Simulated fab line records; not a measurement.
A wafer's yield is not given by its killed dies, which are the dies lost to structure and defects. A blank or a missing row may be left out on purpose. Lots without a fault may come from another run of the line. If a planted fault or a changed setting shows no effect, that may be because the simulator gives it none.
The tool behind it: which one? / flow gf180mcu / Sampling: 13 lots, 39 wafers, 5 of 602 route steps

## WHAT THE GAUGES SHOWED, per wafer
GF_POLY_GATE_THK_MEAS_01.
lot=L620; measured=day 8 17:38; on=film_metro-04; POLY_GATE_CVD_00_THK (nm)=199.7 198.6 200.6
lot=L622; measured=day 9 14:44; on=film_metro-04; POLY_GATE_CVD_00_THK (nm)=199.7 198.1 198.9
lot=L624; measured=day 10 07:49; on=film_metro-02; POLY_GATE_CVD_00_THK (nm)=198.3 198.9 198.7
lot=L625; measured=day 10 07:47; on=film_metro-03; POLY_GATE_CVD_00_THK (nm)=203.1 201.8 198.8
lot=L626; measured=day 10 14:04; on=film_metro-03; POLY_GATE_CVD_00_THK (nm)=206.8 209.4 218.5
lot=L632; measured=day 12 07:29; on=film_metro-04; POLY_GATE_CVD_00_THK (nm)=197.5 196.6 198.2
lot=L635; measured=day 13 01:06; on=film_metro-03; POLY_GATE_CVD_00_THK (nm)=200.1 198.1 199.2
lot=L637; measured=day 13 16:13; on=film_metro-02; POLY_GATE_CVD_00_THK (nm)=199.3 199.7 199.8
lot=L638; measured=day 13 22:34; on=film_metro-03; POLY_GATE_CVD_00_THK (nm)=200.6 201.9 201.5
lot=L639; measured=day 14 05:41; on=film_metro-03; POLY_GATE_CVD_00_THK (nm)=200.0 199.1 198.1
lot=L640; measured=day 14 11:57; on=film_metro-03; POLY_GATE_CVD_00_THK (nm)=199.9 197.9 200.2
lot=L641; measured=day 14 21:31; on=film_metro-04; POLY_GATE_CVD_00_THK (nm)=200.9 200.3 201.9
lot=L642; measured=day 15 05:46; on=film_metro-02; POLY_GATE_CVD_00_THK (nm)=196.2 198.4 197.3

GF_CONTACT_THK_MEAS_01.
lot=L620; measured=day 15 13:10; on=film_metro-01; CONTACT_CVD_00_THK (nm)=300.4 298.5 298.2
lot=L622; measured=day 16 12:10; on=film_metro-01; CONTACT_CVD_00_THK (nm)=301.0 297.5 298.7
lot=L624; measured=day 17 08:17; on=film_metro-02; CONTACT_CVD_00_THK (nm)=295.8 302.3 298.9
lot=L625; measured=day 17 08:57; on=film_metro-04; CONTACT_CVD_00_THK (nm)=299.0 302.1 303.6
lot=L626; measured=day 17 19:55; on=film_metro-01; CONTACT_CVD_00_THK (nm)=302.6 299.2 303.7
lot=L632; measured=day 19 21:57; on=film_metro-02; CONTACT_CVD_00_THK (nm)=300.3 302.9 300.2
lot=L635; measured=day 20 20:10; on=film_metro-01; CONTACT_CVD_00_THK (nm)=297.4 296.7 300.8
lot=L637; measured=day 21 17:23; on=film_metro-02; CONTACT_CVD_00_THK (nm)=301.6 300.1 301.2
lot=L638; measured=day 21 22:22; on=film_metro-01; CONTACT_CVD_00_THK (nm)=303.8 304.4 300.5
lot=L639; measured=day 22 08:50; on=film_metro-02; CONTACT_CVD_00_THK (nm)=306.9 305.3 302.6
lot=L640; measured=day 22 18:37; on=film_metro-04; CONTACT_CVD_00_THK (nm)=300.5 302.2 302.7
lot=L641; measured=day 22 23:07; on=film_metro-01; CONTACT_CVD_00_THK (nm)=300.1 301.2 300.6
lot=L642; measured=day 23 08:38; on=film_metro-02; CONTACT_CVD_00_THK (nm)=300.6 303.7 307.3

GF_M2_RS_MEAS_05: measures by four-point-probe.
lot=L620; measured=day 18 14:34; on=film_metro-03; M2_ALCU_RS (ohm/sq)=0.0702 0.0696 0.0698
lot=L622; measured=day 19 15:09; on=film_metro-04; M2_ALCU_RS (ohm/sq)=0.0691 0.0691 0.0695
lot=L624; measured=day 20 13:43; on=film_metro-03; M2_ALCU_RS (ohm/sq)=0.0700 0.0692 0.0693
lot=L625; measured=day 20 14:21; on=film_metro-03; M2_ALCU_RS (ohm/sq)=0.0698 0.0696 0.0698
lot=L626; measured=day 21 01:40; on=film_metro-04; M2_ALCU_RS (ohm/sq)=0.0688 0.0704 0.0702
lot=L632; measured=day 23 03:35; on=film_metro-03; M2_ALCU_RS (ohm/sq)=0.0684 0.0707 0.0692
lot=L635; measured=day 23 23:28; on=film_metro-03; M2_ALCU_RS (ohm/sq)=0.0691 0.0695 0.0690
lot=L637; measured=day 24 19:55; on=film_metro-03; M2_ALCU_RS (ohm/sq)=0.0693 0.0692 0.0693
lot=L638; measured=day 25 00:17; on=film_metro-02; M2_ALCU_RS (ohm/sq)=0.0690 0.0695 0.0695
lot=L639; measured=day 25 09:55; on=film_metro-03; M2_ALCU_RS (ohm/sq)=0.0695 0.0696 0.0695
lot=L640; measured=day 25 17:43; on=film_metro-04; M2_ALCU_RS (ohm/sq)=0.0696 0.0691 0.0686
lot=L641; measured=day 25 22:14; on=film_metro-04; M2_ALCU_RS (ohm/sq)=0.0699 0.0694 0.0695
lot=L642; measured=day 26 06:29; on=film_metro-02; M2_ALCU_RS (ohm/sq)=0.0696 0.0686 0.0695

## WHAT TOOL EACH LOT RAN ON (gives the tool, then ch and the chambers of the sampled wafers, and finally the start)
lot=L620; GF_POLY_GATE_CVD_00=lpcvd-02 ch 1, day 8 16:17; GF_CONTACT_CVD_02=pecvd-02 ch 0,1, day 15 13:12
lot=L622; GF_POLY_GATE_CVD_00=lpcvd-01 ch 0, day 9 13:23; GF_CONTACT_CVD_02=pecvd-03 ch 0,1,2, day 16 12:12
lot=L624; GF_POLY_GATE_CVD_00=lpcvd-02 ch 0, day 10 06:27; GF_CONTACT_CVD_02=pecvd-01 ch 0,1,2, day 17 08:20
lot=L625; GF_POLY_GATE_CVD_00=lpcvd-02 ch 1, day 10 06:27; GF_CONTACT_CVD_02=pecvd-02 ch 0,1,2, day 17 09:01
lot=L626; GF_POLY_GATE_CVD_00=lpcvd-01 ch 0, day 10 12:43; GF_CONTACT_CVD_02=pecvd-02 ch 0,1, day 17 19:58
lot=L632; GF_POLY_GATE_CVD_00=lpcvd-02 ch 0, day 12 06:08; GF_CONTACT_CVD_02=pecvd-02 ch 0,1,2, day 19 22:00
lot=L635; GF_POLY_GATE_CVD_00=lpcvd-02 ch 0, day 12 23:44; GF_CONTACT_CVD_02=pecvd-01 ch 0,1,2, day 20 20:12
lot=L637; GF_POLY_GATE_CVD_00=lpcvd-01 ch 1, day 13 14:52; GF_CONTACT_CVD_02=pecvd-03 ch 0,1,2, day 21 17:26
lot=L638; GF_POLY_GATE_CVD_00=lpcvd-01 ch 1, day 13 21:14; GF_CONTACT_CVD_02=pecvd-01 ch 0,1, day 21 22:26
lot=L639; GF_POLY_GATE_CVD_00=lpcvd-01 ch 0, day 14 04:20; GF_CONTACT_CVD_02=pecvd-02 ch 0,1, day 22 08:53
lot=L640; GF_POLY_GATE_CVD_00=lpcvd-02 ch 0, day 14 10:37; GF_CONTACT_CVD_02=pecvd-02 ch 0,2, day 22 18:40
lot=L641; GF_POLY_GATE_CVD_00=lpcvd-02 ch 1, day 14 20:10; GF_CONTACT_CVD_02=pecvd-02 ch 0,1, day 22 23:09
lot=L642; GF_POLY_GATE_CVD_00=lpcvd-02 ch 0, day 15 04:26; GF_CONTACT_CVD_02=pecvd-01 ch 0,1,2, day 23 08:41
- GF_POLY_GATE_CVD_00: deposits poly-Si, target thk 200 nm, time 1200 s.
- GF_CONTACT_CVD_02: deposits SiO2 from TEOS, target thk 860 nm, time 95.992 s.

## WHAT THE TOOLS THEMSELVES READ (means of the sampled wafers that have a number; where no wafer has one, the mark that the record gives instead)
GF_POLY_GATE_CVD_00.
lot=L620; tool=lpcvd-02; spike_tc_centre_C (C)=621.2; zone_power_centre_pct (%)=10.0
lot=L622; tool=lpcvd-01; spike_tc_centre_C (C)=618.9; zone_power_centre_pct (%)=8.8
lot=L624; tool=lpcvd-02; spike_tc_centre_C (C)=622.4; zone_power_centre_pct (%)=9.1
lot=L625; tool=lpcvd-02; spike_tc_centre_C (C)=619.9; zone_power_centre_pct (%)=10.0
lot=L626; tool=lpcvd-01; spike_tc_centre_C (C)=631.3; zone_power_centre_pct (%)=10.6
lot=L632; tool=lpcvd-02; spike_tc_centre_C (C)=621.2; zone_power_centre_pct (%)=9.0
lot=L635; tool=lpcvd-02; spike_tc_centre_C (C)=620.9; zone_power_centre_pct (%)=9.0
lot=L637; tool=lpcvd-01; spike_tc_centre_C (C)=622.7; zone_power_centre_pct (%)=8.3
lot=L638; tool=lpcvd-01; spike_tc_centre_C (C)=623.4; zone_power_centre_pct (%)=8.4
lot=L639; tool=lpcvd-01; spike_tc_centre_C (C)=620.8; zone_power_centre_pct (%)=8.8
lot=L640; tool=lpcvd-02; spike_tc_centre_C (C)=622.1; zone_power_centre_pct (%)=9.0
lot=L641; tool=lpcvd-02; spike_tc_centre_C (C)=621.2; zone_power_centre_pct (%)=10.0
lot=L642; tool=lpcvd-02; spike_tc_centre_C (C)=622.2; zone_power_centre_pct (%)=8.9

GF_CONTACT_CVD_02.
lot=L620; tool=pecvd-02; heater_power_w (W)=658
lot=L622; tool=pecvd-03; heater_power_w (W)=638
lot=L624; tool=pecvd-01; heater_power_w (W)=558
lot=L625; tool=pecvd-02; heater_power_w (W)=556
lot=L626; tool=pecvd-02; heater_power_w (W)=664
lot=L632; tool=pecvd-02; heater_power_w (W)=653
lot=L635; tool=pecvd-01; heater_power_w (W)=586
lot=L637; tool=pecvd-03; heater_power_w (W)=628
lot=L638; tool=pecvd-01; heater_power_w (W)=582
lot=L639; tool=pecvd-02; heater_power_w (W)=620
lot=L640; tool=pecvd-02; heater_power_w (W)=640
lot=L641; tool=pecvd-02; heater_power_w (W)=575
lot=L642; tool=pecvd-01; heater_power_w (W)=589

## THE ANSWER, worked out from the rows above alone
Rule: usual is defined by the lots themselves. The widest of any qualifying gaps counts: lots, ordered by their means at a reading, are off when they make up no more than a third of the lots, leave a main group of 4 or more, and stand apart from it by 3 or more times the standard deviation of that group's means. A main group is skipped when, at the precision printed for the reading in the tables above, its means are all equal. Also off: a lot with no number at a reading for which 4 or more lots have one. Where the step has rows for the other lots, those lots are counted as sound. After the gauges, taken in route order, come the tools' own readings; for these a lot's mean is taken, as printed above. The first step at which some lot is off is used, and at that step the reading that is off furthest; a lot without a number counts as furthest.
Off: L626, at GF_POLY_GATE_THK_MEAS_01 (POLY_GATE_CVD_00_THK). The main group: mean 199.4 nm, standard deviation 1.3.
If a tool, at a process step before that reading, ran all the lots that are off and no sound lot after the first of them, it fits. The gauges at GF_POLY_GATE_THK_MEAS_01 aren't tried: what is off there is off at GF_POLY_GATE_CVD_00 too, on other tools, and a gauge's error can't cause that. Not one of the candidates tried fits.

## WHAT WAS PUT IN BY THE SIMULATOR
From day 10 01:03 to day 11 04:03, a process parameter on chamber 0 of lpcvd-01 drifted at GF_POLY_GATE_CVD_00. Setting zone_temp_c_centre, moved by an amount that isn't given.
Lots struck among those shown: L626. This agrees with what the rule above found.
